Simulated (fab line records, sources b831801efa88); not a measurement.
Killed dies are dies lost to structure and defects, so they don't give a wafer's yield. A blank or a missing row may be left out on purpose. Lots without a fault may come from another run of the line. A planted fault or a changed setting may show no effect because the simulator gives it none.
Chamber matching | flow sky130 | SKY_VIA2_HDPCVD_00 on hdpcvd-02: 3 sister chambers
The step deposits SiO2, target thk 1180 nm, time 196.7 s. 3 wafers are shown with their chamber, then 7 later ones without.

WAFERS WITH THEIR CHAMBER
wafer  | chamber | susceptor_temp_C (C)
L311.2 | 2       | 400.16
L325.3 | 0       | 400.02
L325.5 | 1       | 399.78

WAFERS WITHOUT THEIR CHAMBER
wafer  | susceptor_temp_C (C)
L325.6 | 400.15
L327.1 | 399.81
L327.2 | 400.32
L327.3 | 400.20
L328.2 | 400.33
L328.3 | 399.94
L328.6 | 399.87

WHICH CHAMBER EACH WENT THROUGH
wafer  | from the rows above          | in truth
L325.6 | can't be placed: 2 or 0      | 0
L327.1 | can't be placed: 1 or 0      | 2
L327.2 | can't be placed: 2 or 0      | 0
L327.3 | can't be placed: 2 or 0      | 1
L328.2 | can't be placed: 2 or 0      | 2
L328.3 | can't be placed: 0 or 1 or 2 | 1
L328.6 | can't be placed: 1 or 0 or 2 | 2
Placed correctly: 0 of 7. Can't be placed from these rows: 7 (the true chamber is among the candidates in 5). Placed wrongly: 0.
How it was worked out, from the rows above alone: a wafer's distance from a chamber is the root of the sum, over the readings, of the square of ((its reading less the chamber's mean) divided by the reading's scatter). The wafer belongs to the nearest chamber; if the next one is less than 2 further off, it can't be placed. A chamber's mean is the mean of its shown wafers. The scatter: with one shown wafer a chamber, the root of the mean of the squares of how far each hidden wafer lies from its nearest shown one.
